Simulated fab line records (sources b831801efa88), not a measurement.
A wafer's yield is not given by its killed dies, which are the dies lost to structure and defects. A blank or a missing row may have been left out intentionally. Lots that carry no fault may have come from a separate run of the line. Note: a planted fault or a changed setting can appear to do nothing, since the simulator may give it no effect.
fab line records	flow sky130
record: lots: 6	wafers: 18	last_day: 49
route steps=708 shown VIA1@472 METAL2@483 VIA2@507 PAD_OPEN@708
lots that met no fault: taken from a fault-free run of the same line
start_h: hours from the record's first day to the start of the lot's first wafer shown	wait_h: hours from the lot's prior step to this one	" unchanged from the row above	L1.1+2: a row that stands for several wafers	- no value present, or no start provided	* or withheld: withheld	< > ~ a bound
route shown NAME@n: names a module that has steps shown in the file, with the first one's number in the route	usual: mean/standard deviation taken from wafers without a fault	same: alike in all rows	chamber/n: place in a boat	sites: per-site readings	_std_site: the standard deviation of these	_edge_site: outer sites' mean less inner sites'	radius_mm: for every site, how far away it sits from the centre of the wafer	mask NAME#n: copy n	behind: tool/chamber where the wafer was last shaped	hold: reason for holding the lot/hours on hold/outcome of the hold	device: transistor that didn't switch, given as n, p or np	end of line: the route-end tests of the same wafers	where a step has no rows: the recipe by itself	killed: count of dies lost to structure and defects at first sort (not the wafer's yield)	map: the dies of a wafer, with x for killed, . for not killed, _ for no die there
set.NAME: the setting that was run; set.NAME@STEP: the one run at that earlier step	model.NAME: the simulator's own value behind a step, which no gauge read
a table for each step, a row for each wafer; lots at some steps of the route
services: the hour from which a tool's chamber was out of use, counted from the record's first day as start_h (under 0 if before that day), plus the number of hours and why
== steps ==
step: SKY_VIA1_ETCH_14
recipe: chemistry: N2/H2	target: BARC	ion_energy_ev: 200	source_w: 500	bias_w: 100	pressure_mtorr: 30	n2_flow_sccm: 100	h2_flow_sccm: 200	stop_on: SiO2	time_s: 45.9	target_depth_a: 600
step: SKY_VIA1_ETCH_15
recipe: target: SiO2	chemistry: C4F8/O2/Ar	target_depth_nm: 351	stop_on: TiN	mask_material: KrF-thick	source_w: 1500	bias_w: 1200	pressure_mtorr: 40	c4f8_flow_sccm: withheld	O2_flow_sccm: 6	Ar_flow_sccm: 300	time_s: 54
usual: oes_product_au: 0.984/0.0072
lot.wafer	tool	chamber	start_h	wait_h	oes_product_au	rf_hours_counter_h
L860.1	rie_diel-02	1	809.54	0.0	0.984	13
L860.2	"	0	"	"	0.974	19
L860.4	"	2	"	"	0.984	-
L862.4	rie_diel-02	0	814.38	0.0	0.979	-
L862.5	"	2	"	"	0.971	-
L862.6	"	1	"	"	0.994	-
L864.1	rie_diel-02	3	829.19	0.0	0.994	2
L864.2	"	1	"	"	0.991	13
L864.6	"	3	"	"	0.986	-
L866.1	rie_diel-02	2	848.16	0.0	0.982	7
L866.2	"	0	"	"	0.972	20
L866.5	"	2	"	"	0.980	-
L873.2	rie_diel-02	1	896.79	0.0	0.981	15
L873.3	"	3	"	"	0.982	4
L873.4	"	1	"	"	0.987	-
L876.2	rie_diel-02	3	922.49	0.0	0.991	5
L876.3	"	2	"	"	0.971	9
L876.4	"	1	"	"	0.984	16
step: SKY_VIA1_STRIP_16
recipe: chemistry: O2/N2	power_w: 1400	pressure_mtorr: 1500	platen_temp_c: withheld	o2_flow_sccm: 3000	n2_flow_sccm: 300	overash_fraction: 0.5
step: SKY_VIA1_STRIP_17
recipe: chemistry: post_etch_residue_remover	time_s: 1200	temp_c: 72.5
step: SKY_VIA1_CLEAN_18
recipe: chemistry: IPA	time_s: 180	temp_c: 25
step: SKY_VIA1_CLEAN_19
recipe: chemistry: O3/DIW	dry: n2_spin
step: SKY_VIA1_SPUTTER_20
recipe: material: TiN	target_thk_nm: 20	chamber_pressure_pa: 5	power_w: 4000	time_s: 80
usual: throttle_valve_pct: 30.4/1.3
lot.wafer	tool	chamber	start_h	wait_h	throttle_valve_pct
L860.1	pvd_sputter-01	-	810.17	0.0	29.1
L860.2	"	-	"	"	31.4
L860.4	"	-	"	"	28.8
L862.4	pvd_sputter-01	-	815.00	0.0	29.0
L862.5	"	-	"	"	28.9
L862.6	"	-	"	"	31.6
L864.1	pvd_sputter-04	-	829.83	0.0	32.4
L864.2	"	-	"	"	30.2
L864.6	"	-	"	"	29.9
L866.1	pvd_sputter-02	-	848.83	0.0	31.2
L866.2	"	-	"	"	29.9
L866.5	"	-	"	"	28.0
L873.2	pvd_sputter-01	-	897.51	0.0	29.4
L873.3	"	-	"	"	31.5
L873.4	"	-	"	"	28.7
L876.2	pvd_sputter-01	-	923.12	0.0	28.9
L876.3	"	-	"	"	28.6
L876.4	"	-	"	"	31.5
step: SKY_VIA1_CVD_21
recipe: material: W	target_thk_nm: 270	time_s: 80.902	temp_c: 400	pressure_torr: 40
step: SKY_VIA1_RS_MEAS_22
recipe: thk_meas_gauge: four-point-probe	reads: W_of_VIA1_CVD_21+TiN_of_VIA1_SPUTTER_20
usual: VIA1_W_RS: 0.430/0.0053
lot.wafer	tool	chamber	start_h	wait_h	VIA1_W_RS[ohm/sq]
L860.1	film_metro-03	-	810.33	0.1	0.426
L860.2	"	-	"	"	0.432
L860.4	"	-	"	"	0.425
L862.4	film_metro-04	-	815.22	0.1	0.424
L862.5	"	-	"	"	0.436
L862.6	"	-	"	"	0.430
L864.1	film_metro-04	-	829.98	0.1	0.428
L864.2	"	-	"	"	0.428
L864.6	"	-	"	"	0.437
L866.1	film_metro-03	-	848.99	0.1	0.431
L866.2	"	-	"	"	0.445
L866.5	"	-	"	"	0.432
L873.2	film_metro-03	-	897.68	0.1	0.418
L873.3	"	-	"	"	0.424
L873.4	"	-	"	"	0.420
L876.2	film_metro-02	-	923.30	0.1	0.433
L876.3	"	-	"	"	0.432
L876.4	"	-	"	"	0.428
step: SKY_VIA1_THK_MEAS_23
recipe: thk_meas_gauge: xrf	reads: W_of_VIA1_CVD_21
usual: VIA1_W_THK: 276/4.8
lot.wafer	tool	chamber	start_h	wait_h	VIA1_W_THK[nm]
L860.1	film_metro-03	-	810.45	0.1	282
L860.2	"	-	"	"	279
L860.4	"	-	"	"	283
L862.4	film_metro-04	-	815.31	0.1	277
L862.5	"	-	"	"	269
L862.6	"	-	"	"	273
L864.1	film_metro-04	-	830.10	0.1	272
L864.2	"	-	"	"	273
L864.6	"	-	"	"	267
L866.1	film_metro-03	-	849.11	0.1	276
L866.2	"	-	"	"	267
L866.5	"	-	"	"	276
L873.2	film_metro-03	-	897.79	0.1	285
L873.3	"	-	"	"	283
L873.4	"	-	"	"	284
L876.2	film_metro-02	-	923.41	0.1	276
L876.3	"	-	"	"	279
L876.4	"	-	"	"	281
step: SKY_VIA1_CMP_24
recipe: stop_on: SiO2	t_overpolish_s: 15	down_force_psi: 3.5	platen_rpm: 60	target_thk_nm: 0	pad_velocity_m_s: 0.94248
usual: motor_current_A: 10.9/0.47	overpolish_run_s: 15.000/0.0091	time_to_endpoint_s: 64/3.1
lot.wafer	tool	chamber	start_h	wait_h	motor_current_A	overpolish_run_s	time_to_endpoint_s
L860.1	cmp-02	1	810.56	0.1	10.5	14.989	66
L860.2	"	2	"	"	10.9	14.975	61
L860.4	"	3	"	"	10.9	15.014	61
L862.4	cmp-01	2	815.44	0.1	9.8	14.997	67
L862.6	"	0	"	"	11.6	15.000	61
L862.5	"	1	"	"	10.9	15.003	55
L864.1	cmp-01	1	830.21	0.1	10.6	14.998	58
L864.2	"	2	"	"	11.0	15.002	63
L864.6	"	0	"	"	11.1	14.989	62
L866.2	cmp-01	3	849.22	0.1	11.9	14.999	64
L866.1	"	0	"	"	10.4	14.996	62
L866.5	"	2	"	"	10.8	15.007	65
L873.3	cmp-01	3	897.84	0.0	11.7	15.015	65
L873.4	"	0	"	"	11.4	14.988	64
L873.2	"	2	"	"	11.1	14.977	67
L876.3	cmp-02	2	923.64	0.2	10.9	14.989	64
L876.2	"	3	"	"	10.8	15.015	64
L876.4	"	0	"	"	10.9	15.003	66
step: SKY_METAL2_SPUTTER_00
recipe: material: Ti	target_thk_nm: 15	power_w: 3000	time_s: 10	chamber_pressure_pa: 0.4
usual: throttle_valve_pct: 29.9/1.2
lot.wafer	tool	chamber	start_h	wait_h	throttle_valve_pct
L860.1	pvd_sputter-01	-	810.81	0.2	31.3
L860.2	"	-	"	"	29.4
L860.4	"	-	"	"	28.8
L862.4	pvd_sputter-02	-	815.64	0.1	30.0
L862.5	"	-	"	"	29.8
L862.6	"	-	"	"	27.7
L864.1	pvd_sputter-03	-	830.46	0.2	29.1
L864.2	"	-	"	"	28.8
L864.6	"	-	"	"	31.4
L866.1	pvd_sputter-01	-	849.47	0.1	28.5
L866.2	"	-	"	"	29.3
L866.5	"	-	"	"	29.4
L873.2	pvd_sputter-03	-	898.14	0.1	28.8
L873.3	"	-	"	"	31.0
L873.4	"	-	"	"	29.0
L876.2	pvd_sputter-03	-	923.89	0.1	29.0
L876.3	"	-	"	"	31.0
L876.4	"	-	"	"	29.1
step: SKY_METAL2_SPUTTER_01
recipe: material: TiN	target_thk_nm: 20	power_w: 6591	time_s: 16.7	chamber_pressure_pa: 0.4
usual: throttle_valve_pct: 29.8/1.2
lot.wafer	tool	chamber	start_h	wait_h	throttle_valve_pct
L860.1	pvd_sputter-01	-	810.83	0.0	31.4
L860.2	"	-	"	"	29.3
L860.4	"	-	"	"	29.1
L862.4	pvd_sputter-02	-	815.66	0.0	29.7
L862.5	"	-	"	"	29.9
L862.6	"	-	"	"	27.8
L864.1	pvd_sputter-03	-	830.49	0.0	29.1
L864.2	"	-	"	"	29.0
L864.6	"	-	"	"	31.5
L866.1	pvd_sputter-01	-	849.49	0.0	28.6
L866.2	"	-	"	"	29.3
L866.5	"	-	"	"	29.1
L873.2	pvd_sputter-03	-	898.16	0.0	28.7
L873.3	"	-	"	"	30.9
L873.4	"	-	"	"	28.9
L876.2	pvd_sputter-03	-	923.91	0.0	29.0
L876.3	"	-	"	"	30.8
L876.4	"	-	"	"	28.9
step: SKY_METAL2_SPUTTER_02
recipe: material: AlCu	target_thk_nm: 250	power_w: 10600	time_s: 13.3	chamber_pressure_pa: 0.4
step: SKY_METAL2_SPUTTER_03
recipe: material: Ti	target_thk_nm: 5	power_w: 3000	time_s: 3.3	chamber_pressure_pa: 0.4
step: SKY_METAL2_SPUTTER_04
recipe: material: TiN	target_thk_nm: 70	power_w: 6500	time_s: 58.3	chamber_pressure_pa: 0.4
step: SKY_METAL2_RS_MEAS_05
recipe: thk_meas_gauge: four-point-probe	reads: TiN_of_METAL2_SPUTTER_04+Ti_of_METAL2_SPUTTER_03+AlCu_of_METAL2_SPUTTER_02+TiN_of_METAL2_SPUTTER_01+Ti_of_METAL2_SPUTTER_00
usual: METAL2_ALCU_RS: 0.1269/0.0013
lot.wafer	tool	chamber	start_h	wait_h	METAL2_ALCU_RS[ohm/sq]
L860.1	film_metro-01	-	810.95	0.0	0.1262
L860.2	"	-	"	"	0.1262
L860.4	"	-	"	"	0.1264
L862.4	film_metro-03	-	815.84	0.1	0.1271
L862.5	"	-	"	"	0.1266
L862.6	"	-	"	"	0.1266
L864.1	film_metro-03	-	830.60	0.0	0.1293
L864.2	"	-	"	"	0.1308
L864.6	"	-	"	"	0.1276
L866.1	film_metro-02	-	849.61	0.0	0.1249
L866.2	"	-	"	"	0.1250
L866.5	"	-	"	"	0.1262
L873.2	film_metro-03	-	898.30	0.0	0.1293
L873.3	"	-	"	"	0.1287
L873.4	"	-	"	"	0.1298
L876.2	film_metro-03	-	924.05	0.0	0.1286
L876.3	"	-	"	"	0.1264
L876.4	"	-	"	"	0.1282
step: SKY_METAL2_THK_MEAS_06
recipe: thk_meas_gauge: xrf	reads: AlCu_of_METAL2_SPUTTER_02
usual: METAL2_ALCU_THK: 250/3.2
lot.wafer	tool	chamber	start_h	wait_h	METAL2_ALCU_THK[nm]
L860.1	film_metro-01	-	811.07	0.1	253
L860.2	"	-	"	"	253
L860.4	"	-	"	"	253
L862.4	film_metro-03	-	815.93	0.1	248
L862.5	"	-	"	"	249
L862.6	"	-	"	"	249
L864.1	film_metro-03	-	830.72	0.1	241
L864.2	"	-	"	"	241
L864.6	"	-	"	"	248
L866.1	film_metro-02	-	849.73	0.1	253
L866.2	"	-	"	"	253
L866.5	"	-	"	"	253
L873.2	film_metro-03	-	898.41	0.1	244
L873.3	"	-	"	"	246
L873.4	"	-	"	"	240
L876.2	film_metro-03	-	924.16	0.1	245
L876.3	"	-	"	"	249
L876.4	"	-	"	"	248
step: SKY_METAL2_DEHYDRATE_07
recipe: temp_c: 200	time_s: 60
step: SKY_METAL2_HMDS_08
recipe: prime_time_s: 60	prime_temp_c: 120
step: SKY_METAL2_COAT_09
recipe: resist: BARC	temp_c: withheld	time_s: withheld	spin_rpm: 3050	resist_thk_nm: 60
step: SKY_METAL2_COAT_10
recipe: resist: KrF-thick	spin_rpm: 3000	resist_thk_nm: 450
step: SKY_METAL2_SOFTBAKE_11
recipe: temp_c: 100	time_s: 90	resist: KrF-thick
step: SKY_METAL2_EXPOSE_12
recipe: mask_id: MM2	na: 0.8	source_shape: annular	sigma_inner: 0.55	sigma_outer: 0.85	target_cd_nm: 140	dose_mj: 28
step: SKY_METAL2_PEB_13
recipe: peb_temp_c: withheld	peb_time_s: withheld	resist: KrF-thick
step: SKY_METAL2_DEVELOP_14
recipe: develop_time_s: 60	resist: KrF-thick	dev_temp_c: 21
step: SKY_METAL2_CD_MEAS_15
recipe: target_cd_nm: 140
usual: cd_nm: 139.5/1.2
lot.wafer	tool	chamber	start_h	wait_h	cd_nm
L860.1	cd_sem-02	-	838.11	-	140.7
L860.2	"	-	"	"	141.6
L860.4	"	-	"	"	140.6
L862.4	cd_sem-02	-	842.57	-	140.9
L862.5	"	-	"	"	139.7
L862.6	"	-	"	"	140.4
L864.1	cd_sem-02	-	857.51	-	140.1
L864.2	"	-	"	"	139.0
L864.6	"	-	"	"	140.0
L866.1	cd_sem-01	-	875.57	-	140.0
L866.2	"	-	"	"	139.0
L866.5	"	-	"	"	139.8
L873.2	cd_sem-02	-	922.78	-	140.8
L873.3	"	-	"	"	140.7
L873.4	"	-	"	"	140.7
L876.2	cd_sem-02	-	948.80	-	137.9
L876.3	"	-	"	"	138.6
L876.4	"	-	"	"	137.6
step: SKY_METAL2_OVL_MEAS_16
usual: METAL2_OVL: -1/5.2
lot.wafer	tool	chamber	start_h	wait_h	METAL2_OVL[nm]
L860.1	overlay-02	-	838.23	0.1	4
L860.2	"	-	"	"	-3
L860.4	"	-	"	"	2
L862.4	overlay-01	-	842.65	0.1	-4
L862.5	"	-	"	"	-5
L862.6	"	-	"	"	2
L864.1	overlay-01	-	857.63	0.1	7
L864.2	"	-	"	"	4
L864.6	"	-	"	"	-1
L866.1	overlay-01	-	875.69	0.1	0
L866.2	"	-	"	"	-2
L866.5	"	-	"	"	-4
L873.2	overlay-01	-	922.89	0.1	5
L873.3	"	-	"	"	6
L873.4	"	-	"	"	0
L876.2	overlay-02	-	948.90	0.1	-6
L876.3	"	-	"	"	-4
L876.4	"	-	"	"	-7
step: SKY_METAL2_DESCUM_17
recipe: chemistry: O2	source_power_w: 150	bias_power_w: 0	pressure_mtorr: 10	temp_c: 40	time_s: 8
step: SKY_METAL2_ETCH_18
recipe: chemistry: N2/H2	target: BARC	ion_energy_ev: 200	bias_w: 100	pressure_mtorr: 30	n2_flow_sccm: 100	h2_flow_sccm: 200	icp_w: 500	stop_on: SiO2	time_s: 45.9	target_depth_a: 600
usual: drypump_motor_current_A: 5.6/0.35	oes_product_au: 0.851/0.0043	throttle_valve_pct: 13.225/0.0097
lot.wafer	tool	chamber	start_h	wait_h	drypump_motor_current_A	oes_product_au	rf_hours_counter_h	throttle_valve_pct
L860.1	rie_metal-02	1	838.30	0.0	5.8	0.851	14	13.238
L860.2	"	0	"	"	5.0	0.853	12	13.250
L860.4	"	1	"	"	5.8	0.854	-	13.226
L862.4	rie_metal-01	0	842.72	0.0	5.4	0.858	-	13.224
L862.5	"	0	"	"	5.4	0.856	-	13.226
L862.6	"	1	"	"	5.4	0.851	-	13.246
L864.1	rie_metal-01	1	857.70	0.0	5.4	0.845	14	13.217
L864.2	"	0	"	"	5.4	0.845	17	13.231
L864.6	"	0	"	"	5.4	0.851	-	13.224
L866.1	rie_metal-02	0	875.76	0.0	5.0	0.842	13	13.230
L866.2	"	1	"	"	5.8	0.849	16	13.205
L866.5	"	1	"	"	5.8	0.849	-	13.220
L873.2	rie_metal-04	1	922.95	0.0	5.7	0.855	4	13.219
L873.3	"	1	"	"	5.7	0.842	-	13.231
L873.4	"	0	"	"	6.1	0.851	-	13.222
L876.2	rie_metal-02	1	948.97	0.0	5.8	0.852	2	13.232
L876.3	"	1	"	"	5.8	0.850	-	13.235
L876.4	"	0	"	"	5.0	0.853	-	13.219
step: SKY_METAL2_METAL_ETCH_19
recipe: target_depth_a: 3600	stop_on: SiO2	over_etch_frac: 0.3	time_s: 78	chemistry: Cl2/BCl3	resist_sidewall_deg: 88	pressure_mtorr: 10	icp_w: 900	bias_w: 48.5	Cl2_flow_sccm: 60	bcl3_flow_sccm: 30
step: SKY_METAL2_STRIP_20
recipe: chemistry: O2/N2	power_w: 1400	pressure_mtorr: 1500	platen_temp_c: withheld	o2_flow_sccm: 3000	n2_flow_sccm: 300	overash_fraction: 0.5
step: SKY_METAL2_STRIP_21
recipe: chemistry: post_etch_residue_remover	time_s: 1200	temp_c: 72.5
step: SKY_METAL2_CLEAN_22
recipe: chemistry: IPA	time_s: 180	temp_c: 25
step: SKY_METAL2_CLEAN_23
recipe: chemistry: O3/DIW	dry: n2_spin
step: SKY_VIA2_HDPCVD_00
recipe: material: SiO2	target_thk_nm: 1180	sigma_open_frac: 0.3	time_s: 196.7	temp_c: 400	sih4_flow_sccm: 60	pressure_mtorr: 6
step: SKY_VIA2_THK_MEAS_01
recipe: reads: SiO2_of_VIA2_HDPCVD_00
usual: VIA2_HDPCVD_THK: 1175/13
lot.wafer	tool	chamber	start_h	wait_h	VIA2_HDPCVD_THK[nm]
L860.1	film_metro-04	-	839.18	0.1	1168
L860.2	"	-	"	"	1161
L860.4	"	-	"	"	1163
L862.4	film_metro-04	-	843.60	0.0	1163
L862.5	"	-	"	"	1157
L862.6	"	-	"	"	1169
L864.1	film_metro-04	-	858.58	0.1	1172
L864.2	"	-	"	"	1173
L864.6	"	-	"	"	1158
L866.1	film_metro-01	-	876.64	0.1	1172
L866.2	"	-	"	"	1180
L866.5	"	-	"	"	1161
L873.2	film_metro-01	-	923.83	0.1	1198
L873.3	"	-	"	"	1185
L873.4	"	-	"	"	1196
L876.2	film_metro-01	-	949.85	0.1	1161
L876.3	"	-	"	"	1185
L876.4	"	-	"	"	1170
step: SKY_VIA2_CMP_02
recipe: material: SiO2	down_force_psi: 4	platen_rpm: 60	pad_velocity_m_s: 0.94248
step: SKY_VIA2_BOW_MEAS_03
recipe: mode: bow
usual: VIA2_BOW: 87/7.3
lot.wafer	tool	chamber	start_h	wait_h	VIA2_BOW[um]
L860.1	film_metro-02	-	839.54	0.2	102
L860.2	"	-	"	"	87
L860.4	"	-	"	"	91
L862.4	film_metro-02	-	843.99	0.3	87
L862.5	"	-	"	"	89
L862.6	"	-	"	"	86
L864.1	film_metro-02	-	858.96	0.2	90
L864.2	"	-	"	"	98
L864.6	"	-	"	"	92
L866.1	film_metro-01	-	877.18	0.1	79
L866.2	"	-	"	"	87
L866.5	"	-	"	"	79
L873.2	film_metro-01	-	924.52	0.1	93
L873.3	"	-	"	"	88
L873.4	"	-	"	"	81
L876.2	film_metro-04	-	950.22	0.1	96
L876.3	"	-	"	"	93
L876.4	"	-	"	"	82
step: SKY_VIA2_DEHYDRATE_04
recipe: temp_c: 200	time_s: 60
step: SKY_VIA2_HMDS_05
recipe: prime_time_s: 60	prime_temp_c: 120
step: SKY_VIA2_COAT_06
recipe: resist: BARC	temp_c: withheld	time_s: withheld	spin_rpm: 3000	resist_thk_nm: 60
step: SKY_PAD_OPEN_PROBE_99
usual: defect_limited_yield: 82.6/1.8	killed_at_M0_to_M3: 43/6.6	killed_at_M4_up: 3.4/1.8	killed_at_contacts: 24/4.9	killed_at_front_end: 15/4.1	killed_at_other: 0.3/0.55	killed_dies: 85/8.8	killed_open: 46/6.1	killed_short: 39/5.7	sort_bin_3_pad_short: 0.9/0.41	sort_bin_5_function: 10.1/1.5	sort_bin_6_memory: 6.4/1	sort_n_pass: 407/8.8	sort_yield_pct: 82.6/1.8
same: gross_dies: 492	killed_at_back_side: 0	sort_bin_4_leakage[%]: 0	sort_bin_8_speed[%]: 0
lot.wafer	tool	chamber	start_h	wait_h	defect_limited_yield[%]	killed_at_M0_to_M3	killed_at_M4_up	killed_at_contacts	killed_at_front_end	killed_at_other	killed_dies	killed_open	killed_short	sort_bin_3_pad_short[%]	sort_bin_5_function[%]	sort_bin_6_memory[%]	sort_n_pass	sort_yield_pct[%]	model.etest.tester.sort_n_pass	model.etest.tester.sort_yield_pct	model.etest.tester.sort_bin_5_pct	model.etest.tester.sort_bin_3_pct
L860.1	prober-01	-	1093.30	0.1	79.5	52	7	28	14	0	101	57	44	1.4	11.6	7.5	391	79.5	391	79.47	11.59	1.423
L860.2	prober-01	-	1093.35	0.1	81.9	35	3	33	17	1	89	47	41	1.2	12.2	4.7	403	81.9	403	81.91	12.2	1.22
L860.4	prober-01	-	1093.45	0.2	81.1	45	5	31	12	0	93	41	52	1.0	10.6	7.3	399	81.1	399	81.1	10.57	1.016
L864.1	prober-01	-	1104.39	0.1	85.4	39	1	25	7	0	72	39	33	0.8	7.5	6.3	420	85.4	420	85.37	7.52	0.813
L864.2	prober-01	-	1104.44	0.1	82.3	47	5	23	12	0	87	48	39	1.0	8.7	7.9	405	82.3	405	82.32	8.74	1.016
L864.6	prober-01	-	1104.64	0.2	86.0	28	3	21	17	0	69	40	29	1.0	6.5	6.5	423	86.0	423	85.98	6.504	1.016
L866.1	prober-01	-	1121.72	0.1	81.5	46	4	27	13	1	91	49	39	0.6	11.4	6.5	401	81.5	401	81.5	11.38	0.6098
L866.2	prober-01	-	1121.77	0.1	81.3	47	2	30	13	0	92	45	45	1.0	10.4	7.3	400	81.3	400	81.3	10.37	1.016
L866.5	prober-01	-	1121.92	0.2	82.9	48	1	27	8	0	84	41	43	1.0	9.8	6.3	408	82.9	408	82.93	9.756	1.016
L873.2	prober-02	-	1155.25	0.1	78.3	69	3	24	11	0	107	48	36	2.4	11.4	7.9	385	78.3	385	78.25	11.38	2.439
L873.3	prober-02	-	1155.30	0.2	78.3	78	2	18	9	0	107	42	25	3.0	11.0	7.7	385	78.3	385	78.25	10.98	3.049
L873.4	prober-02	-	1155.35	0.2	78.9	65	1	26	12	0	104	35	40	1.4	11.8	7.9	388	78.9	388	78.86	11.79	1.423
L876.2	prober-01	-	1174.45	0.1	75.0	88	1	18	16	0	123	36	37	1.4	16.5	7.1	369	75.0	369	75	16.46	1.423
L876.3	prober-01	-	1174.50	0.2	75.0	77	5	20	20	1	123	46	34	2.0	17.3	5.7	369	75.0	369	75	17.28	2.033
L876.4	prober-01	-	1174.55	0.2	76.4	69	4	27	16	0	116	50	41	2.6	13.0	7.9	376	76.4	376	76.42	13.01	2.642
killed by level:class
L860.1 CONTACT:geometric_particle:open=16 METAL2:geometric_particle:short=12 VIA1:geometric_particle:open=9 VIA2:geometric_particle:open=8 VIA1:geometric_particle:short=7 VIA3:geometric_particle:open=7 LI_CONTACT:geometric_particle:open=6 FIELD_ISO:geometric_particle:short=4
L860.2 VIA1:geometric_particle:open=10 CONTACT:geometric_particle:open=9 LI_CONTACT:geometric_particle:open=7 LOCAL_INTERCONNECT:geometric_particle:short=6 CONTACT:geometric_particle:short=5 VIA3:geometric_particle:open=5 FIELD_ISO:geometric_particle:short=4 LI_CONTACT:geometric_particle:short=4
L860.4 CONTACT:geometric_particle:open=10 METAL1:geometric_particle:short=7 VIA2:geometric_particle:short=7 LI_CONTACT:geometric_particle:short=6 LI_CONTACT:geometric_particle:open=6 CONTACT:geometric_particle:short=6 VIA1:geometric_particle:open=6 POLY_GATE:geometric_particle:short=5
L864.1 CONTACT:geometric_particle:open=13 VIA1:geometric_particle:open=12 METAL1:geometric_particle:short=11 METAL2:geometric_particle:short=6 CONTACT:geometric_particle:short=5 LI_CONTACT:geometric_particle:short=4 VIA1:geometric_particle:short=3 LI_CONTACT:geometric_particle:open=3
L864.2 VIA1:geometric_particle:open=11 CONTACT:geometric_particle:open=11 VIA2:geometric_particle:open=8 VIA3:geometric_particle:short=7 METAL2:geometric_particle:short=7 VIA1:geometric_particle:short=6 LI_CONTACT:geometric_particle:open=6 POLY_GATE:geometric_particle:short=5
L864.6 CONTACT:geometric_particle:open=8 LI_CONTACT:geometric_particle:open=7 VIA3:geometric_particle:open=5 FIELD_ISO:geometric_particle:open=4 FIELD_ISO:geometric_particle:short=4 POLY_GATE:geometric_particle:short=4 METAL1:geometric_particle:short=4 VIA2:geometric_particle:open=4
L866.1 CONTACT:geometric_particle:open=9 LI_CONTACT:geometric_particle:open=8 VIA1:geometric_particle:open=8 VIA1:geometric_particle:short=7 VIA2:geometric_particle:open=7 LOCAL_INTERCONNECT:geometric_particle:short=6 METAL1:geometric_particle:short=6 METAL2:geometric_particle:open=4
L866.2 VIA1:geometric_particle:open=14 LI_CONTACT:geometric_particle:open=8 CONTACT:geometric_particle:short=8 CONTACT:geometric_particle:open=8 VIA2:geometric_particle:open=7 METAL1:geometric_particle:short=5 VIA1:geometric_particle:short=5 VIA3:geometric_particle:open=5
L866.5 CONTACT:geometric_particle:open=12 METAL2:geometric_particle:short=7 VIA1:geometric_particle:open=7 VIA1:geometric_particle:short=6 LI_CONTACT:geometric_particle:open=6 VIA3:geometric_particle:open=6 METAL1:geometric_particle:short=6 LOCAL_INTERCONNECT:geometric_particle:short=5
L873.2 METAL2:unspecified=23 VIA1:geometric_particle:open=16 LI_CONTACT:geometric_particle:open=7 CONTACT:geometric_particle:open=7 METAL2:geometric_particle:short=6 CONTACT:geometric_particle:short=5 VIA1:geometric_particle:short=5 VIA2:geometric_particle:open=4
L873.3 METAL2:unspecified=40 CONTACT:geometric_particle:open=11 VIA1:geometric_particle:open=8 VIA3:geometric_particle:open=7 METAL1:geometric_particle:short=6 VIA2:geometric_particle:open=5 METAL2:geometric_particle:short=4 LOCAL_INTERCONNECT:geometric_particle:short=3
L873.4 METAL2:unspecified=29 LI_CONTACT:geometric_particle:open=7 FIELD_ISO:geometric_particle:short=6 CONTACT:geometric_particle:open=6 METAL2:geometric_particle:short=6 LOCAL_INTERCONNECT:geometric_particle:short=5 VIA1:geometric_particle:open=5 VIA2:geometric_particle:open=5
L876.2 METAL2:unspecified=50 CONTACT:geometric_particle:open=11 VIA1:geometric_particle:open=8 FIELD_ISO:geometric_particle:short=7 VIA2:geometric_particle:open=5 METAL1:geometric_particle:short=5 METAL2:geometric_particle:short=4 VIA2:geometric_particle:short=4
L876.3 METAL2:unspecified=43 VIA1:geometric_particle:open=10 CONTACT:geometric_particle:open=8 FIELD_ISO:geometric_particle:short=7 VIA2:geometric_particle:open=6 LI_CONTACT:geometric_particle:open=5 CONTACT:geometric_particle:short=5 FIELD_ISO:geometric_particle:open=4
L876.4 METAL2:unspecified=23 VIA2:geometric_particle:open=11 VIA1:geometric_particle:open=10 CONTACT:geometric_particle:open=10 LOCAL_INTERCONNECT:geometric_particle:short=6 CONTACT:geometric_particle:short=6 LI_CONTACT:geometric_particle:open=5 METAL3:geometric_particle:short=5
map L873.2 (x killed, . not)
__________....xxxxxx_________
________....x.xxxxxxxx_______
______.......x..xxxxx.xx_____
_____.x.x.x...xx...x.....____
____...........x.x.x....x.___
___x....x..x.....x......x..__
__..x.....x.....x........x.._
_........xx..................
_.x.......x.....xx.......x...
_xxx..x.....x.x........x..xx.
_.....x.....xx..x...x........
_....x..x..........x.x.....xx
_....xx...x...x...x...x..x..x
_.................x.........x
_..x......x.......x...x.x....
__..................x......x_
___xxxx.........x........xx__
____x.........x..x.x..x...___
_____...........x..x...x.____
______x.......x..x......_____
________..x.....x...x._______
__________.........._________
map L876.2 (x killed, . not)
__________...x....x._________
________............x._______
______x......xx....x...._____
_____..x.....x..x.xx..x..____
____x..............x.....x___
___.x..x.x....x..x.........__
__..x......................._
_....x.......x.....x..x..x..x
_xx...........x.....x........
_.x....x.........x......x..x.
_..x.......x......x..........
_....x.....x..x..xxx.xx......
_x............xxxxxxxx.x....x
_.x.........x.xxxxxxxx......x
_.x........xxx.xxxxxxx.......
__.xx...x....xxxxxxxx..x...._
___xx..x.......xxxxxxx.....__
____.......x..xx.xxxxx...x___
_____.x.........x.xx.....____
______x.....x....x...x.._____
________......x.x....._______
__________...x......_________
== services ==
tool	chamber	start_h	hours	kind
rie_metal-01	-	804.78	0.3	repair
rie_diel-02	3	808.87	12.1	repair
cmp-02	-	811.79	1.1	repair
rie_metal-01	-	818.19	1.4	pm
pvd_sputter-04	-	820.84	3.4	repair
rie_metal-01	0	823.71	5.9	repair
pvd_sputter-03	-	825.43	1.4	repair
cmp-02	-	847.62	1.6	repair
rie_metal-01	1	847.70	5.5	repair
cmp-01	-	859.46	7.1	pm
pvd_sputter-03	-	861.83	2.8	repair
cmp-01	-	875.06	2.2	repair
rie_diel-02	-	877.44	2.8	pm
rie_diel-02	0	882.00	2.7	repair
pvd_sputter-03	1	884.70	-	consumable_replace:kit
cmp-01	-	887.08	1.1	repair
pvd_sputter-02	-	892.11	14.9	repair
cmp-01	-	911.38	8.2	repair
cmp-01	-	919.58	4.0	pm
pvd_sputter-03	-	926.16	2.8	repair
rie_metal-02	-	934.68	2.8	pm
rie_metal-04	0	940.30	5.4	repair
cmp-01	-	945.36	1.8	repair
rie_metal-04	-	946.78	2.8	pm
== key ==
first_sign: step: SKY_PAD_OPEN_PROBE_99	reading: killed_at_M0_to_M3	direction: up	sigmas: 4.8	usual: 43	struck: 74
effect: step: SKY_PAD_OPEN_PROBE_99	reading: defect_limited_yield	direction: down	sigmas: 3.2	usual: 82.6	struck: 77.0
model_effect: step: SKY_PAD_OPEN_PROBE_99	value: etest.tester.sort_n_pass	without: 408.8	struck: 378.7
met_at SKY_METAL2_SPUTTER_01
struck_wafers L873.2,L873.3,L873.4,L876.2,L876.3,L876.4
onset_between 830.49 898.16
also_fits time
fault: kind: chamber_particle_source	tool: pvd_sputter-03	chamber: -	onset_h: 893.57	steps: SKY_METAL2_SPUTTER_01	rate_per_visit_cm2: 0.48009	end_h: 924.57
